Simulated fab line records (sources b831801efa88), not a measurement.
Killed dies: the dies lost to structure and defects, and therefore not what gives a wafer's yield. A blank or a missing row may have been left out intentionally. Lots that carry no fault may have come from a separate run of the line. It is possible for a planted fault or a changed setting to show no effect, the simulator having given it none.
Shared-tool check | flow gf180mcu | 13 lots and 39 wafers in the sample

## REASON IT WAS OPENED
GF_MVPSD_TW_MEAS_11, reading MVPSD_TW: flagged on 2 of 13 lots. No-fault wafers: 551, standard deviation 3.2.
Rule: a lot is flagged in two cases, either no wafer of it has a number, or all its wafers with numbers fall more than 4 standard deviations from that mean. As for the other lots, they are considered sound.

lot  | measured     | on            | MVPSD_TW, wafer by wafer | flag
L215 | day 5 00:45  | film metro-03 | 557 559 556              |
L216 | day 5 04:47  | film metro-04 | 664 662 662              | FLAGGED
L217 | day 5 14:41  | film metro-04 | 548 552 553              |
L218 | day 5 18:27  | film metro-04 | 550 551 550              |
L219 | day 6 02:25  | film metro-01 | 665 665 663              | FLAGGED
L224 | day 7 13:07  | film metro-01 | 550 548 548              |
L229 | day 8 13:34  | film metro-01 | 550 546 546              |
L230 | day 9 00:31  | film metro-01 | 546 549 548              |
L233 | day 9 13:47  | film metro-01 | 548 547 550              |
L235 | day 9 23:34  | film metro-03 | 554 552 551              |
L236 | day 10 04:14 | film metro-03 | 554 554 556              |
L237 | day 10 09:49 | film metro-03 | 554 551 554              |
L238 | day 10 17:24 | film metro-04 | 549 553 549              |
The mean of the flagged lots' numbers is 664, +112 from the usual (+35 standard deviations).

## LOT BY LOT: THE TOOL USED
The record keeps 1 process step preceding the reading, out of 602 steps on the route. Each cell gives the tool, then ch followed by the chambers the sampled wafers passed through, then the start.
lot  | flag    | GF_MVPSD_IMPLANT_08
L215 |         | implanter-01 ch 0, day 5 00:22
L216 | FLAGGED | implanter-02 ch 0, day 5 04:05
L217 |         | implanter-02 ch 0, day 5 14:19
L218 |         | implanter-04 ch 0, day 5 18:04
L219 | FLAGGED | implanter-02 ch 0, day 6 01:43
L224 |         | implanter-04 ch 0, day 7 12:43
L229 |         | implanter-01 ch 0, day 8 13:10
L230 |         | implanter-01 ch 0, day 9 00:08
L233 |         | implanter-04 ch 0, day 9 13:25
L235 |         | implanter-04 ch 0, day 9 23:11
L236 |         | implanter-01 ch 0, day 10 03:52
L237 |         | implanter-04 ch 0, day 10 09:26
L238 |         | implanter-04 ch 0, day 10 17:01
What these steps do:
- GF_MVPSD_IMPLANT_08
- GF_MVPSD_TW_MEAS_11

## FLAGGED AGAINST TOTAL, ONE TOOL AT A TIME (gauges that did the reading follow at the end)
step                | tool          | lots run | flagged | share of the flagged lots | sound lots run after its first flagged lot
GF_MVPSD_IMPLANT_08 | implanter-01  | 4        | 0       | none                      | -
GF_MVPSD_IMPLANT_08 | implanter-02  | 3        | 2       | all                       | 1 (L217)
GF_MVPSD_IMPLANT_08 | implanter-04  | 6        | 0       | none                      | -
GF_MVPSD_TW_MEAS_11 | film metro-01 | 5        | 1       | some                      | 4 (L224,L229,L230,L233)
GF_MVPSD_TW_MEAS_11 | film metro-03 | 4        | 0       | none                      | -
GF_MVPSD_TW_MEAS_11 | film metro-04 | 4        | 1       | some                      | 3 (L217,L218,L238)

## THE TABLE: WHAT IT ALLOWS
In the table, 1 row covers all flagged lots: implanter-02 at GF_MVPSD_IMPLANT_08.
- implanter-02 at GF_MVPSD_IMPLANT_08 ran 3 lots, 2 of them flagged. After the first flagged lot (L217), sound lots still ran on it; a lasting fault on the whole tool would not permit that.
Every row of the table either missed a flagged lot or ran a sound lot after the first.

## WHAT THE SIMULATOR PUT IN
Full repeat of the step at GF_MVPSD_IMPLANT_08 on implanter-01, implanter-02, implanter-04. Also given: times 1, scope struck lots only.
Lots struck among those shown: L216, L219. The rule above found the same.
